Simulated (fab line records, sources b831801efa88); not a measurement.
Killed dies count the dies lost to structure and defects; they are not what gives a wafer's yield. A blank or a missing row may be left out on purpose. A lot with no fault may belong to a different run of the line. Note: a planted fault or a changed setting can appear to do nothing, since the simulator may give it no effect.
Matching of chambers / flow sky130 / cmp-01 running SKY_VIA1_CMP_02: 4 sister chambers
The step polishes SiO2. 8 wafers are shown with their chamber, then 12 later ones without.

WAFERS WITH THEIR CHAMBER
wafer=L082.3; chamber=1; motor-current-A (A)=12.9; platen-rpm (rpm)=60.05
wafer=L083.4; chamber=0; motor-current-A (A)=12.9; platen-rpm (rpm)=60.01
wafer=L084.1; chamber=3; motor-current-A (A)=12.3; platen-rpm (rpm)=60.02
wafer=L084.2; chamber=2; motor-current-A (A)=12.4; platen-rpm (rpm)=59.95
wafer=L084.4; chamber=1; motor-current-A (A)=12.8; platen-rpm (rpm)=60.08
wafer=L086.2; chamber=3; motor-current-A (A)=12.1; platen-rpm (rpm)=60.03
wafer=L086.4; chamber=2; motor-current-A (A)=12.0; platen-rpm (rpm)=60.02
wafer=L086.5; chamber=0; motor-current-A (A)=12.6; platen-rpm (rpm)=60.01

WAFERS WHOSE CHAMBER IS MISSING
wafer=L087.1; motor-current-A (A)=12.4; platen-rpm (rpm)=60.00
wafer=L087.3; motor-current-A (A)=13.1; platen-rpm (rpm)=60.01
wafer=L087.5; motor-current-A (A)=11.9; platen-rpm (rpm)=60.01
wafer=L089.1; motor-current-A (A)=12.7; platen-rpm (rpm)=60.00
wafer=L089.4; motor-current-A (A)=12.3; platen-rpm (rpm)=60.05
wafer=L089.5; motor-current-A (A)=11.9; platen-rpm (rpm)=60.07
wafer=L092.4; motor-current-A (A)=12.2; platen-rpm (rpm)=59.96
wafer=L092.5; motor-current-A (A)=12.0; platen-rpm (rpm)=60.02
wafer=L092.6; motor-current-A (A)=11.5; platen-rpm (rpm)=59.97
wafer=L096.2; motor-current-A (A)=11.5; platen-rpm (rpm)=60.03
wafer=L096.3; motor-current-A (A)=12.4; platen-rpm (rpm)=59.99
wafer=L096.4; motor-current-A (A)=12.2; platen-rpm (rpm)=60.01

WHICH CHAMBER EACH WENT THROUGH
wafer=L087.1; from the rows above=can't be placed: 2 or 3 or 0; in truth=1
wafer=L087.3; from the rows above=can't be placed: 0 or 1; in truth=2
wafer=L087.5; from the rows above=can't be placed: 3 or 2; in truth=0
wafer=L089.1; from the rows above=0; in truth=0
wafer=L089.4; from the rows above=can't be placed: 3 or 2 or 0 or 1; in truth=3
wafer=L089.5; from the rows above=can't be placed: 3 or 2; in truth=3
wafer=L092.4; from the rows above=can't be placed: 2 or 3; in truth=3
wafer=L092.5; from the rows above=can't be placed: 3 or 2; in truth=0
wafer=L092.6; from the rows above=can't be placed: 2 or 3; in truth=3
wafer=L096.2; from the rows above=can't be placed: 3 or 2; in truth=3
wafer=L096.3; from the rows above=can't be placed: 2 or 3 or 0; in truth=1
wafer=L096.4; from the rows above=can't be placed: 3 or 2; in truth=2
Correct placement for 1 of the 12. Cannot be placed on the basis of these rows: 11; the candidates contain the true chamber in 6. Placed wrongly: 0.
How it was worked out, from the rows above alone: a wafer's distance from a chamber is the root of the sum, over the readings, of the square of ((its reading less the chamber's mean) divided by the reading's scatter). If the next closest chamber is less than 2 further off than the closest, the wafer can't be placed; otherwise it belongs to the closest. For every chamber, the mean is computed from those of its wafers that are shown. The scatter: take each reading less its chamber's mean, square it, sum over the shown wafers, divide by the number of wafers less the number of chambers, and take the root.
